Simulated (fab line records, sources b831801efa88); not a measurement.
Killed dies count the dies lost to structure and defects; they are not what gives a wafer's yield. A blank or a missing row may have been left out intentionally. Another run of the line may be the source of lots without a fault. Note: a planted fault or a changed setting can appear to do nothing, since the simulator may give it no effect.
The tool behind it: which one? + flow gf180mcu + 12 lots, 36 wafers sampled, at 3 steps of a route of 602

WHAT EACH GAUGE READ, for each wafer
GF_V2_THK_MEAS_01.
| lot  | measured     | on            | V2_CVD_00_THK (nm) |
|------|--------------|---------------|--------------------|
| L075 | day 19 14:17 | film_metro-04 | 603 595 603        |
| L077 | day 20 12:41 | film_metro-02 | 599 598 598        |
| L079 | day 21 08:04 | film_metro-01 | 587 597 598        |
| L081 | day 22 04:51 | film_metro-01 | 606 597 610        |
| L083 | day 22 20:27 | film_metro-01 | 598 595 582        |
| L085 | day 23 15:40 | film_metro-04 | 594 587 589        |
| L087 | day 24 00:04 | film_metro-04 | 590 597 592        |
| L089 | day 24 15:48 | film_metro-02 | 609 594 609        |
| L091 | day 25 06:21 | film_metro-02 | 591 609 588        |
| L093 | day 25 22:48 | film_metro-01 | 603 597 604        |
| L095 | day 26 13:24 | film_metro-02 | 596 586 599        |
| L097 | day 27 07:44 | film_metro-01 | 611 607 616        |

EACH LOT AND THE TOOL THAT RAN IT (in order: tool; ch and the chambers of the sampled wafers; start)
| lot  | GF_CONTACT_ETCH_16                 | GF_M2_SPUTTER_02             |
|------|------------------------------------|------------------------------|
| L075 | rie_diel-03 ch 0,2,3, day 16 08:17 | pvd_sputter-02, day 18 12:26 |
| L077 | rie_diel-03 ch 1,2,3, day 17 05:58 | pvd_sputter-01, day 19 11:10 |
| L079 | rie_diel-02 ch 0,3, day 18 00:56   | pvd_sputter-03, day 20 06:38 |
| L081 | rie_diel-03 ch 0,1,2, day 18 22:14 | pvd_sputter-02, day 21 04:01 |
| L083 | rie_diel-02 ch 0,2,3, day 19 14:05 | pvd_sputter-02, day 21 19:30 |
| L085 | rie_diel-02 ch 0,1,3, day 20 11:47 | pvd_sputter-02, day 22 15:55 |
| L087 | rie_diel-04 ch 1,2, day 20 21:44   | pvd_sputter-01, day 23 00:53 |
| L089 | rie_diel-02 ch 0,1,3, day 21 14:47 | pvd_sputter-02, day 23 16:58 |
| L091 | rie_diel-02 ch 0,2,3, day 22 07:05 | pvd_sputter-01, day 24 08:28 |
| L093 | rie_diel-03 ch 0,1,3, day 22 23:40 | pvd_sputter-01, day 25 00:46 |
| L095 | rie_diel-03 ch 0,1,3, day 23 16:17 | pvd_sputter-03, day 25 16:11 |
| L097 | rie_diel-02 ch 0,1, day 24 11:44   | pvd_sputter-02, day 26 10:09 |
- GF_CONTACT_ETCH_16: etches BARC in N2/H2.
- GF_M2_SPUTTER_02: material AlCu, target thk 450 nm, time 23.9 s.

THE ANSWER, worked out from the rows above alone
Rule: usual is defined by the lots themselves. Put in order of their means at a reading, lots are off if they are a third of the lots or fewer, leave a main group of 4 or more, and stand apart from it by a gap of 3 or more times the standard deviation of the main group's means; of several such gaps the widest counts. The tables above print the reading to a certain number of digits; a main group whose means all agree to those digits is not used. A lot without any number at a reading at which 4 lots or more have one is off too. The other lots that the step has rows for count as sound.
Nothing can be told from this: no lot is off at any reading shown.

WHAT THE SIMULATOR HAD INSERTED
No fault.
